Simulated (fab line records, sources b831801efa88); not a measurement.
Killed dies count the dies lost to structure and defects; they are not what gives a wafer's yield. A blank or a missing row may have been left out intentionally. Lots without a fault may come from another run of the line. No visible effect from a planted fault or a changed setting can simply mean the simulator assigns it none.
fab line records	flow sfq-line
record lots=5	wafers=23
route steps=325 shown JJ@182 M5@205 R5@225 C5@243 M6@252 I6@270 M7@286
start-h: hours from the record's opening day to when the first of the lot's shown wafers began	wait-h: hours from the lot's prior step to this one	" same as the row above	L1.1+2: several wafers, shown together as one row	- value missing, or start not given	* or withheld: withheld	< > ~ a bound
route shown NAME@n: names a module that has steps shown in the file, with the first one's number in the route	usual: mean and standard deviation over wafers with no fault	same: alike in all rows	chamber/n: place in a boat	sites: each site's reading	_std_site: standard deviation of those values	_edge_site: inner sites' mean taken away from outer sites' mean	radius-mm: for every site, how far away it sits from the centre of the wafer	mask NAME#n: copy n	behind: tool/chamber where the wafer was last shaped	hold: cause of the lot's hold/its duration in hours/its outcome	device: which transistor (n, p or np) failed to switch	end of line: the route-end tests of the same wafers	a step given without rows: its recipe and nothing more	killed: the dies lost at the first sort to structure and to defects; this is not the yield of the wafer	map: per-die view of a wafer (x killed, . not killed, _ where there is no die)
set.NAME: the run value of the setting; set.NAME@STEP: its run value at that earlier step	model.NAME: the simulator's own value behind a step, which no gauge read
one table per step and one row per wafer, for lots whose settings were changed on purpose
## steps
# step SFQ_TRILAYER_JJ_TRILAYER_DEP_SPUTTER_112
# recipe material=Nb	base-pressure-pa=1.33e-06	chamber-pressure-pa=0.1333	substrate-temp-c=20	target-thk-nm=170	power-w=2000	time-s=113.3
lot.wafer	tool	chamber	start-h	wait-h	set.power-w	model.Nb_of_TRILAYER_JJ_TRILAYER_DEP_SPUTTER_112.thk-nm
L078.1	pvd-sputter-03	-	1348.36	0.5	2000	170.6
L078.3+5	"	-	"	"	2000	168.9
L078.4	"	-	"	"	2158	184.2
L078.6	"	-	"	"	2158	183
L079.3	pvd-sputter-03	-	1379.56	0.5	2000	170.6
L079.4	"	-	"	"	2000	171
L079.5	"	-	"	"	2000	170.8
L081.1+6	pvd-sputter-03	-	1411.60	0.5	1785	152
L081.3	"	-	"	"	1785	151.1
L081.4	"	-	"	"	2000	169.4
L081.5	"	-	"	"	2000	169.1
L083.1	pvd-sputter-05	-	1416.42	0.5	2000	167.4
L083.2	"	-	"	"	2224	188.7
L083.3	"	-	"	"	2000	168.9
L083.5	"	-	"	"	2224	189.5
L083.6	"	-	"	"	2224	186.6
L085.1	pvd-sputter-05	-	1426.00	0.5	1887	161
L085.3	"	-	"	"	1887	160.1
L085.4	"	-	"	"	2000	172.7
L085.5	"	-	"	"	1887	156.6
L085.6	"	-	"	"	2000	169.3
# step SFQ_JJ_RS_MEAS_929
# recipe thk-meas-gauge=four-point-probe	reads=Nb_of_TRILAYER_JJ_TRILAYER_DEP_SPUTTER_112
# usual JJ_NB_RS=1.049/0.011
lot.wafer	tool	chamber	start-h	wait-h	set.power-w@TRILAYER_JJ_TRILAYER_DEP_SPUTTER_112	JJ_NB_RS[ohm/sq]
L078.1	film-metro-03	-	1348.44	0.0	2000	1.046
L078.3	"	-	"	"	2000	1.056
L078.4	"	-	"	"	2158	0.968
L078.5	"	-	"	"	2000	1.056
L078.6	"	-	"	"	2158	0.974
L079.3	film-metro-01	-	1379.68	0.1	2000	1.045
L079.4	"	-	"	"	2000	1.042
L079.5	"	-	"	"	2000	1.043
L081.1	film-metro-01	-	1411.68	0.0	1785	1.176
L081.3	"	-	"	"	1785	1.184
L081.4	"	-	"	"	2000	1.052
L081.5	"	-	"	"	2000	1.054
L081.6	"	-	"	"	1785	1.175
L083.1	film-metro-01	-	1416.50	0.0	2000	1.066
L083.2	"	-	"	"	2224	0.942
L083.3	"	-	"	"	2000	1.055
L083.5	"	-	"	"	2224	0.939
L083.6	"	-	"	"	2224	0.953
L085.1	film-metro-01	-	1426.08	0.0	1887	1.106
L085.3	"	-	"	"	1887	1.114
L085.4	"	-	"	"	2000	1.032
L085.5	"	-	"	"	1887	1.140
L085.6	"	-	"	"	2000	1.053
# step SFQ_TRILAYER_JJ_CE_LITHO_COAT_119
# recipe resist=BARC	spin-rpm=3000	resist-thk-nm=62
lot.wafer	tool	chamber	start-h	wait-h	set.spin-rpm	model.BARC_of_TRILAYER_JJ_CE_LITHO_COAT_119.thk-nm
L078.1	litho-track-03	0	1348.62	0.1	3128	60.76
L078.3	"	0	"	"	3000	62.21
L078.4	"	0	"	"	3128	60.88
L078.5	"	0	"	"	3128	60.91
L078.6	"	0	"	"	3000	62.04
L079.3	litho-track-01	0	1379.92	0.1	3000	61.93
L079.4	"	0	"	"	3000	61.74
L079.5	"	0	"	"	3000	61.82
L081.1	litho-track-01	0	1411.86	0.1	2862	63.51
L081.3	"	0	"	"	2862	63.53
L081.4	"	0	"	"	3000	61.93
L081.5	"	0	"	"	3000	61.99
L081.6	"	0	"	"	3000	61.87
L083.1	litho-track-03	0	1416.68	0.1	3000	62.06
L083.2+3	"	0	"	"	3000	62.23
L083.5	"	0	"	"	3000	62.3
L083.6	"	0	"	"	3000	62.33
L085.1+5	litho-track-01	0	1426.26	0.1	3000	62.04
L085.3	"	0	"	"	2779	64.47
L085.4	"	0	"	"	3000	62.13
L085.6	"	0	"	"	2779	64.33
# step SFQ_TRILAYER_M5_BARC_OPEN_METAL_ETCH_161
# recipe mask-material=PR	chemistry=O2	target-depth-nm=125	target=BARC	icp-w=600	bias-w=80	pressure-mtorr=10	time-s=41.7
# usual oes-product-au=0.685/0.005
lot.wafer	tool	chamber	start-h	wait-h	set.time-s	oes-product-au
L078.1	rie-metal-01	1	1390.32	0.0	41.7	0.691
L078.3	"	1	"	"	41.7	0.675
L078.4	"	0	"	"	41.7	0.684
L078.5	"	1	"	"	41.7	0.685
L078.6	"	0	"	"	41.7	0.686
L079.3	rie-metal-02	0	1502.25	0.0	41.7	0.681
L079.4	"	1	"	"	41.7	0.683
L079.5	"	1	"	"	41.7	0.683
L081.1	rie-metal-01	1	1533.43	0.0	37.82	0.719
L081.3	"	0	"	"	41.7	0.694
L081.4	"	1	"	"	41.7	0.683
L081.5	"	0	"	"	41.7	0.691
L081.6	"	1	"	"	37.82	0.716
L083.1	rie-metal-02	1	1536.75	0.0	41.7	0.680
L083.2	"	0	"	"	41.7	0.691
L083.3	"	1	"	"	37.64	0.725
L083.5	"	1	"	"	37.64	0.718
L083.6	"	0	"	"	41.7	0.692
L085.1	rie-metal-01	0	1543.95	0.0	41.7	0.691
L085.3	"	0	"	"	41.7	0.690
L085.4	"	1	"	"	41.7	0.693
L085.5	"	0	"	"	41.7	0.687
L085.6	"	1	"	"	41.7	0.683
# step SFQ_TRILAYER_R5_ETCH_METAL_ETCH_139
# recipe stop-on=SiO2	mask-material=PR	chemistry=Cl2	target-depth-nm=60	icp-w=600	bias-w=80	pressure-mtorr=10	time-s=40
lot.wafer	tool	chamber	start-h	wait-h	set.time-s	set.spin-rpm@TRILAYER_JJ_CE_LITHO_COAT_119	model.R5.feature-depth-nm
L078.1+4	rie-metal-01	1	1416.81	0.0	41.84	3128	60
L078.3	"	0	"	"	40	3000	59.72
L078.5	"	0	"	"	40	3128	59.52
L078.6	"	1	"	"	41.84	3000	60
L079.3	rie-metal-02	1	1540.28	0.0	40	3000	58.74
L079.4	"	0	"	"	40	3000	59.84
L079.5	"	0	"	"	40	3000	59.93
L081.1	rie-metal-02	1	1549.86	0.0	40	2862	59.12
L081.3	"	0	"	"	40	2862	60
L081.4	"	1	"	"	40	3000	59.43
L081.5	"	1	"	"	40	3000	59.07
L081.6	"	0	"	"	40	3000	60
L083.1+6	rie-metal-02	1	1552.26	0.0	43.09	3000	60
L083.2	"	0	"	"	40	3000	59.84
L083.3+5	"	0	"	"	40	3000	60
L085.1	rie-metal-01	0	1557.06	0.0	34.74	3000	52.16
L085.3+6	"	1,0	"	"	40	2779	60
L085.4	"	0	"	"	34.74	3000	51.97
L085.5	"	1	"	"	34.74	3000	52.43
# step SFQ_TRILAYER_C5_LITHO_EXPOSE_152
# recipe mask-id=C5	na=0.6	source-shape=conventional	sigma-outer=0.65	target-cd-nm=500	dose-mj=21.3
lot.wafer	tool	chamber	start-h	wait-h	mask	set.dose-mj
L078.1+3+4+5+6	krf-scanner-01	0	1522.02	-	C5#0	21.3
L079.3+4+5	krf-scanner-02	0	1642.92	-	C5#0	21.3
L081.1+3+4+5+6	krf-scanner-01	0	1653.44	-	C5#0	21.3
L083.1+3	krf-scanner-01	0	1655.84	-	C5#0	21.3
L083.2+5+6	"	0	"	"	C5#0	19.82
L085.1+6	krf-scanner-01	0	1661.84	-	C5#0	20.24
L085.3+4+5	"	0	"	"	C5#0	21.3
# step SFQ_TRILAYER_C5_LITHO_PEB_154
# recipe peb-temp-c=115	peb-time-s=60	resist=KrF
# step SFQ_TRILAYER_C5_LITHO_DEVELOP_153
# recipe time-s=60	resist=KrF
# step SFQ_TRILAYER_C5_BARC_OPEN_VIA_ETCH_210
# recipe mask-material=PR	chemistry=O2	target-depth-nm=125	target=BARC	source-w=500	bias-w=80	pressure-mtorr=30	time-s=41.7
lot.wafer	tool	chamber	start-h	wait-h	set.dose-mj@TRILAYER_C5_LITHO_EXPOSE_152	model.C5.cd-nm
L078.1	rie-diel-02	0	1523.55	0.0	21.3	504.2
L078.3	"	1	"	"	21.3	501.7
L078.4	"	2	"	"	21.3	502.1
L078.5	"	0	"	"	21.3	503.5
L078.6	"	1	"	"	21.3	503.1
L079.3	rie-diel-02	2	1644.05	0.0	21.3	500.9
L079.4	"	1	"	"	21.3	501.2
L079.5	"	0	"	"	21.3	501.3
L081.1	rie-diel-01	0	1654.98	0.0	21.3	500.9
L081.3	"	3	"	"	21.3	500.7
L081.4	"	1	"	"	21.3	502.4
L081.5	"	1	"	"	21.3	500.4
L081.6	"	0	"	"	21.3	501.3
L083.1	rie-diel-03	1	1657.38	0.0	21.3	496.7
L083.2	"	0	"	"	19.82	487.4
L083.3	"	3	"	"	21.3	497.6
L083.5	"	1	"	"	19.82	486
L083.6	"	2	"	"	19.82	487.1
L085.1	rie-diel-01	1	1663.38	0.0	20.24	492.1
L085.3	"	0	"	"	21.3	500.4
L085.4	"	2	"	"	21.3	499.1
L085.5	"	0	"	"	21.3	501.7
L085.6	"	3	"	"	20.24	491
# step SFQ_TRILAYER_M6_DEP_SPUTTER_157
# recipe material=Nb	base-pressure-pa=1.33e-06	chamber-pressure-pa=0.1333	substrate-temp-c=20	target-thk-nm=200	power-w=2000	time-s=133.3
lot.wafer	tool	chamber	start-h	wait-h	set.time-s	model.Nb_of_TRILAYER_M6_DEP_SPUTTER_157.thk-nm
L078.1	pvd-sputter-05	-	1524.44	0.0	121.7	181.9
L078.3	"	-	"	"	121.7	183.7
L078.4	"	-	"	"	133.3	199.9
L078.5	"	-	"	"	133.3	201.1
L078.6	"	-	"	"	121.7	183.6
L079.3	pvd-sputter-05	-	1644.95	0.0	133.3	201.2
L079.4	"	-	"	"	133.3	199.1
L079.5	"	-	"	"	133.3	200.7
L081.1	pvd-sputter-03	-	1655.87	0.0	133.3	200
L081.3	"	-	"	"	133.3	203.4
L081.4	"	-	"	"	133.3	199.1
L081.5	"	-	"	"	133.3	199.2
L081.6	"	-	"	"	133.3	204.3
L083.1	pvd-sputter-05	-	1658.29	0.0	133.3	202.9
L083.2	"	-	"	"	133.3	199.2
L083.3	"	-	"	"	118.7	177.8
L083.5	"	-	"	"	118.7	179.2
L083.6	"	-	"	"	133.3	199.7
L085.1	pvd-sputter-03	-	1664.27	0.0	152.1	229.3
L085.3	"	-	"	"	133.3	197.6
L085.4	"	-	"	"	133.3	200.7
L085.5	"	-	"	"	152.1	230.5
L085.6	"	-	"	"	133.3	200.9
# step SFQ_M6_RS_MEAS_938
# recipe thk-meas-gauge=four-point-probe	reads=Nb_of_TRILAYER_M6_DEP_SPUTTER_157
# usual M6_NB_RS=0.884/0.009
lot.wafer	tool	chamber	start-h	wait-h	set.time-s@TRILAYER_M6_DEP_SPUTTER_157	M6_NB_RS[ohm/sq]
L078.1	film-metro-04	-	1524.53	0.0	121.7	0.977
L078.3	"	-	"	"	121.7	0.968
L078.4	"	-	"	"	133.3	0.889
L078.5	"	-	"	"	133.3	0.883
L078.6	"	-	"	"	121.7	0.968
L079.3	film-metro-03	-	1645.08	0.1	133.3	0.885
L079.4	"	-	"	"	133.3	0.893
L079.5	"	-	"	"	133.3	0.885
L081.1	film-metro-03	-	1655.96	0.0	133.3	0.889
L081.3	"	-	"	"	133.3	0.875
L081.4	"	-	"	"	133.3	0.892
L081.5	"	-	"	"	133.3	0.895
L081.6	"	-	"	"	133.3	0.868
L083.1	film-metro-04	-	1658.38	0.0	133.3	0.877
L083.2	"	-	"	"	133.3	0.893
L083.3	"	-	"	"	118.7	0.999
L083.5	"	-	"	"	118.7	0.991
L083.6	"	-	"	"	133.3	0.889
L085.1	film-metro-03	-	1664.36	0.0	152.1	0.775
L085.3	"	-	"	"	133.3	0.900
L085.4	"	-	"	"	133.3	0.887
L085.5	"	-	"	"	152.1	0.773
L085.6	"	-	"	"	133.3	0.886
# step SFQ_TRILAYER_M6_LITHO_EXPOSE_160
# recipe mask-id=M6	na=0.6	source-shape=conventional	sigma-outer=0.65	target-cd-nm=500	dose-mj=14.4
lot.wafer	tool	chamber	start-h	wait-h	mask	set.dose-mj
L078.1+3+4+5+6	krf-scanner-02	0	1625.59	-	M6#0	14.4
L079.3+4+5	krf-scanner-02	0	1652.32	-	M6#0	14.4
L081.1+4	krf-scanner-02	0	1659.24	-	M6#0	14.4
L081.3+5+6	"	0	"	"	M6#0	14.77
L083.1+2+3	krf-scanner-02	0	1660.44	-	M6#0	14.83
L083.5+6	"	0	"	"	M6#0	14.4
L085.1+3+4	krf-scanner-02	0	1665.29	-	M6#0	13.96
L085.5+6	"	0	"	"	M6#0	14.4
# step SFQ_TRILAYER_M6_LITHO_PEB_162
# recipe peb-temp-c=115	peb-time-s=60	resist=KrF
# step SFQ_TRILAYER_M6_LITHO_DEVELOP_161
# recipe time-s=60	resist=KrF
# step SFQ_TRILAYER_M6_BARC_OPEN_METAL_ETCH_206
# recipe mask-material=PR	chemistry=O2	target-depth-nm=125	target=BARC	icp-w=600	bias-w=77.63	pressure-mtorr=10	time-s=41.7
lot.wafer	tool	chamber	start-h	wait-h	set.dose-mj@TRILAYER_M6_LITHO_EXPOSE_160	model.M6.cd-nm
L078.1	rie-metal-01	0	1627.13	0.0	14.4	498.5
L078.3	"	0	"	"	14.4	499.3
L078.4+5	"	1	"	"	14.4	499.5
L078.6	"	0	"	"	14.4	499.4
L079.3	rie-metal-02	1	1653.64	0.0	14.4	499.5
L079.4	"	0	"	"	14.4	501.8
L079.5	"	0	"	"	14.4	501.9
L081.1	rie-metal-03	1	1660.78	0.0	14.4	498.6
L081.3	"	1	"	"	14.77	493.3
L081.4	"	0	"	"	14.4	498.3
L081.5	"	0	"	"	14.77	495.7
L081.6	"	1	"	"	14.77	495.1
L083.1	rie-metal-01	1	1661.98	0.0	14.83	493.1
L083.2	"	1	"	"	14.83	493.3
L083.3	"	1	"	"	14.83	494.2
L083.5	"	1	"	"	14.4	497.6
L083.6	"	1	"	"	14.4	498.1
L085.1	rie-metal-03	0	1666.83	0.0	13.96	507.8
L085.3	"	1	"	"	13.96	506.8
L085.4	"	0	"	"	13.96	506.7
L085.5	"	1	"	"	14.4	501
L085.6	"	0	"	"	14.4	502.1
# step SFQ_TRILAYER_M6_ETCH_METAL_ETCH_162
# recipe target=Nb	stop-on=SiO2	mask-material=PR	chemistry=Cl2/Ar	target-depth-nm=240	icp-w=600	bias-w=80	pressure-mtorr=10	time-s=120
# usual oes-product-au=0.897/0.0067
lot.wafer	tool	chamber	start-h	wait-h	set.icp-w	set.time-s@TRILAYER_M6_DEP_SPUTTER_157	oes-product-au	model.KrF_of_TRILAYER_M6_LITHO_COAT_159.thk-nm
L078.1	rie-metal-01	0	1627.21	0.1	600	121.7	0.847	-
L078.3	"	0	"	"	600	121.7	0.846	-
L078.4	"	1	"	"	649.7	133.3	0.898	368.5
L078.5	"	1	"	"	600	133.3	0.896	379.6
L078.6	"	0	"	"	649.7	121.7	0.854	-
L079.3	rie-metal-02	1	1653.72	0.1	600	133.3	0.904	383.3
L079.4	"	0	"	"	600	133.3	0.887	380.9
L079.5	"	0	"	"	600	133.3	0.899	379
L081.1	rie-metal-03	1	1660.84	0.0	600	133.3	0.892	379.7
L081.3	"	1	"	"	626.9	133.3	0.901	373.8
L081.4	"	0	"	"	600	133.3	0.892	383.9
L081.5	"	0	"	"	600	133.3	0.894	383.9
L081.6	"	1	"	"	626.9	133.3	0.902	370.8
L083.1	rie-metal-01	1	1662.10	0.1	600	133.3	0.902	376.8
L083.2	"	1	"	"	600	133.3	0.900	379.8
L083.3	"	1	"	"	547.1	118.7	0.842	-
L083.5	"	1	"	"	600	118.7	0.844	-
L083.6	"	1	"	"	547.1	133.3	0.890	388.8
L085.1	rie-metal-03	0	1666.89	0.0	574.8	152.1	0.959	-
L085.3	"	1	"	"	600	133.3	0.887	380.6
L085.4	"	0	"	"	574.8	133.3	0.893	386.5
L085.5	"	1	"	"	600	152.1	0.975	-
L085.6	"	0	"	"	574.8	133.3	0.892	389.8
# step SFQ_TRILAYER_I6_VIA_LITHO_COAT_174
# recipe resist=BARC	spin-rpm=3000	resist-thk-nm=62
lot.wafer	tool	chamber	start-h	wait-h	set.spin-rpm	model.BARC_of_TRILAYER_I6_VIA_LITHO_COAT_174.thk-nm
L078.1	litho-track-04	0	1636.12	1.0	2910	62.87
L078.3	"	0	"	"	3000	61.91
L078.4	"	0	"	"	2910	62.91
L078.5	"	0	"	"	3000	61.85
L078.6	"	0	"	"	3000	61.96
L079.3	litho-track-02	0	1659.08	0.7	3000	61.9
L079.4	"	0	"	"	3000	61.81
L079.5	"	0	"	"	3000	61.82
L081.1	litho-track-01	0	1666.95	1.0	3000	62.2
L081.3	"	0	"	"	3000	62.26
L081.4	"	0	"	"	2802	64.2
L081.5	"	0	"	"	2802	64.5
L081.6	"	0	"	"	3000	62.27
L083.1+6	litho-track-02	0	1669.95	1.0	3144	60.43
L083.2	"	0	"	"	3000	61.95
L083.3	"	0	"	"	3000	61.97
L083.5	"	0	"	"	3144	60.59
L085.1	litho-track-01	0	1676.98	1.0	2855	63.39
L085.3	"	0	"	"	2855	63.26
L085.4	"	0	"	"	3000	61.86
L085.5	"	0	"	"	3000	61.75
L085.6	"	0	"	"	2855	63.46
# step SFQ_TRILAYER_M7_LITHO_COAT_177
# recipe resist=KrF	spin-rpm=3000	resist-thk-nm=600
lot.wafer	tool	chamber	start-h	wait-h	set.resist-thk-nm	model.KrF_of_TRILAYER_M7_LITHO_COAT_177.thk-nm
L078.1	litho-track-03	0	1752.51	0.2	600	599.3
L078.3	"	0	"	"	600	599.6
L078.4+6	"	0	"	"	600	598.8
L078.5	"	0	"	"	600	599.5
L079.3	litho-track-03	0	1770.67	0.2	600	602.8
L079.4	"	0	"	"	600	603.9
L079.5	"	0	"	"	600	599.7
L081.1	litho-track-04	0	1776.57	0.2	580.2	579.7
L081.3	"	0	"	"	600	598.4
L081.4	"	0	"	"	580.2	578.5
L081.5	"	0	"	"	600	597.3
L081.6	"	0	"	"	600	599.4
L083.1	litho-track-03	0	1778.97	0.2	600	601.9
L083.2	"	0	"	"	576.6	578.3
L083.3	"	0	"	"	600	600.8
L083.5	"	0	"	"	576.6	579.3
L083.6	"	0	"	"	600	601.8
L085.1	litho-track-03	0	1784.33	0.2	588.5	589
L085.3	"	0	"	"	600	601.1
L085.4	"	0	"	"	588.5	587.3
L085.5	"	0	"	"	600	599.6
L085.6	"	0	"	"	600	601.2
# step SFQ_TRILAYER_M7_LITHO_SOFTBAKE_181
# recipe temp-c=withheld	time-s=withheld	resist=KrF
# step SFQ_TRILAYER_M7_LITHO_EXPOSE_178
# recipe mask-id=M7	na=0.6	source-shape=conventional	sigma-outer=0.65	target-cd-nm=500	dose-mj=14.4
# step SFQ_TRILAYER_M7_LITHO_DEVELOP_179
# recipe time-s=60	resist=KrF
# step SFQ_TRILAYER_M7_BARC_OPEN_METAL_ETCH_229
# recipe mask-material=PR	chemistry=O2	target-depth-nm=125	target=BARC	icp-w=600	bias-w=80	pressure-mtorr=10	time-s=41.7
lot.wafer	tool	chamber	start-h	wait-h	set.resist-thk-nm@TRILAYER_M7_LITHO_COAT_177	model.KrF_of_TRILAYER_M7_LITHO_COAT_177.thk-nm
L078.1	rie-metal-03	0	1842.77	0.0	600	522.3
L078.3	"	0	"	"	600	522.7
L078.4	"	1	"	"	600	521
L078.5	"	1	"	"	600	522
L078.6	"	0	"	"	600	521.9
L079.3	rie-metal-02	0	1857.61	0.0	600	524.4
L079.4	"	1	"	"	600	526.4
L079.5	"	0	"	"	600	521
L081.1	rie-metal-02	1	1864.79	0.0	580.2	502.7
L081.3	"	1	"	"	600	521.1
L081.4	"	0	"	"	580.2	500.8
L081.5	"	0	"	"	600	519.6
L081.6	"	1	"	"	600	522.7
L083.1	rie-metal-02	0	1869.59	0.0	600	524.1
L083.2	"	1	"	"	576.6	501.5
L083.3	"	0	"	"	600	522.8
L083.5	"	1	"	"	576.6	502.3
L083.6	"	0	"	"	600	524
L085.1	rie-metal-02	0	1874.39	0.0	588.5	510.9
L085.3	"	0	"	"	600	523.4
L085.4	"	1	"	"	588.5	509.9
L085.5	"	0	"	"	600	522.4
L085.6	"	1	"	"	600	523.7
# step SFQ_TRILAYER_M7_ETCH_METAL_ETCH_180
# recipe target=Nb	stop-on=SiO2	mask-material=PR	chemistry=Cl2/Ar	target-depth-nm=240	icp-w=600	bias-w=80	pressure-mtorr=10	time-s=120
lot.wafer	tool	chamber	start-h	wait-h	set.resist-thk-nm@TRILAYER_M7_LITHO_COAT_177	model.KrF_of_TRILAYER_M7_LITHO_COAT_177.thk-nm
L078.1	rie-metal-03	0	1842.83	0.0	600	382.1
L078.3	"	0	"	"	600	381.3
L078.4+5	"	1	"	"	600	379.4
L078.6	"	0	"	"	600	381.5
L079.3	rie-metal-02	0	1857.70	0.1	600	381.1
L079.4	"	1	"	"	600	387.3
L079.5	"	0	"	"	600	377
L081.1	rie-metal-02	1	1864.85	0.0	580.2	363.1
L081.3	"	1	"	"	600	380.3
L081.4	"	0	"	"	580.2	357.5
L081.5	"	0	"	"	600	376.3
L081.6	"	1	"	"	600	382.2
L083.1	rie-metal-02	0	1869.65	0.0	600	378.6
L083.2	"	1	"	"	576.6	358.5
L083.3	"	0	"	"	600	377.9
L083.5	"	1	"	"	576.6	359.6
L083.6	"	0	"	"	600	379.4
L085.1	rie-metal-02	0	1874.45	0.0	588.5	368.7
L085.3	"	0	"	"	600	380.3
L085.4	"	1	"	"	588.5	368.6
L085.5	"	0	"	"	600	380
L085.6	"	1	"	"	600	381.4
## key
split step=SFQ_TRILAYER_JJ_TRILAYER_DEP_SPUTTER_112	setting=power-w	stated=2000	by=wafer
response step=SFQ_TRILAYER_JJ_TRILAYER_DEP_SPUTTER_112	reading=model.Nb_of_TRILAYER_JJ_TRILAYER_DEP_SPUTTER_112.thk-nm	change=+1.76	per=1%	r=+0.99
response step=SFQ_JJ_RS_MEAS_929	reading=JJ_NB_RS	change=-0.0111	per=1%	r=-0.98
split step=SFQ_TRILAYER_JJ_CE_LITHO_COAT_119	setting=spin-rpm	stated=3000	by=wafer
response step=SFQ_TRILAYER_JJ_CE_LITHO_COAT_119	reading=model.BARC_of_TRILAYER_JJ_CE_LITHO_COAT_119.thk-nm	change=-0.319	per=1%	r=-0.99
response step=SFQ_TRILAYER_R5_ETCH_METAL_ETCH_139	reading=model.R5.feature-depth-nm	shape=bent	at-lowest=60	at-stated=58.32	at-highest=59.84
split step=SFQ_TRILAYER_M5_BARC_OPEN_METAL_ETCH_161	setting=time-s	stated=41.7	by=wafer
response step=SFQ_TRILAYER_M5_BARC_OPEN_METAL_ETCH_161	reading=oes-product-au	change=-0.00329	per=1%	r=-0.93
split step=SFQ_TRILAYER_R5_ETCH_METAL_ETCH_139	setting=time-s	stated=40	by=wafer
response step=SFQ_TRILAYER_R5_ETCH_METAL_ETCH_139	reading=model.R5.feature-depth-nm	shape=bent	at-lowest=52.19	at-stated=59.68	at-highest=60
split step=SFQ_TRILAYER_C5_LITHO_EXPOSE_152	setting=dose-mj	stated=21.3	by=wafer
response step=SFQ_TRILAYER_C5_BARC_OPEN_VIA_ETCH_210	reading=model.C5.cd-nm	change=+1.58	per=1%	r=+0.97
split step=SFQ_TRILAYER_M6_DEP_SPUTTER_157	setting=time-s	stated=133.3	by=wafer
response step=SFQ_TRILAYER_M6_DEP_SPUTTER_157	reading=model.Nb_of_TRILAYER_M6_DEP_SPUTTER_157.thk-nm	change=+2.08	per=1%	r=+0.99
response step=SFQ_M6_RS_MEAS_938	reading=M6_NB_RS	change=-0.00907	per=1%	r=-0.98
response step=SFQ_TRILAYER_M6_ETCH_METAL_ETCH_162	reading=oes-product-au	change=+0.00531	per=1%	r=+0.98
split step=SFQ_TRILAYER_M6_LITHO_EXPOSE_160	setting=dose-mj	stated=14.4	by=wafer
response step=SFQ_TRILAYER_M6_BARC_OPEN_METAL_ETCH_206	reading=model.M6.cd-nm	change=-1.6	per=1%	r=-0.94
split step=SFQ_TRILAYER_M6_ETCH_METAL_ETCH_162	setting=icp-w	stated=600	by=wafer
response step=SFQ_TRILAYER_M6_ETCH_METAL_ETCH_162	reading=model.KrF_of_TRILAYER_M6_LITHO_COAT_159.thk-nm	change=-1.51	per=1%	r=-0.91
split step=SFQ_TRILAYER_I6_VIA_LITHO_COAT_174	setting=spin-rpm	stated=3000	by=wafer
response step=SFQ_TRILAYER_I6_VIA_LITHO_COAT_174	reading=model.BARC_of_TRILAYER_I6_VIA_LITHO_COAT_174.thk-nm	change=-0.318	per=1%	r=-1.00
split step=SFQ_TRILAYER_M7_LITHO_COAT_177	setting=resist-thk-nm	stated=600	by=wafer
response step=SFQ_TRILAYER_M7_LITHO_COAT_177	reading=model.KrF_of_TRILAYER_M7_LITHO_COAT_177.thk-nm	change=+5.92	per=1%	r=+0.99
response step=SFQ_TRILAYER_M7_BARC_OPEN_METAL_ETCH_229	reading=model.KrF_of_TRILAYER_M7_LITHO_COAT_177.thk-nm	change=+5.81	per=1%	r=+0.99
response step=SFQ_TRILAYER_M7_ETCH_METAL_ETCH_180	reading=model.KrF_of_TRILAYER_M7_LITHO_COAT_177.thk-nm	change=+5.47	per=1%	r=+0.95
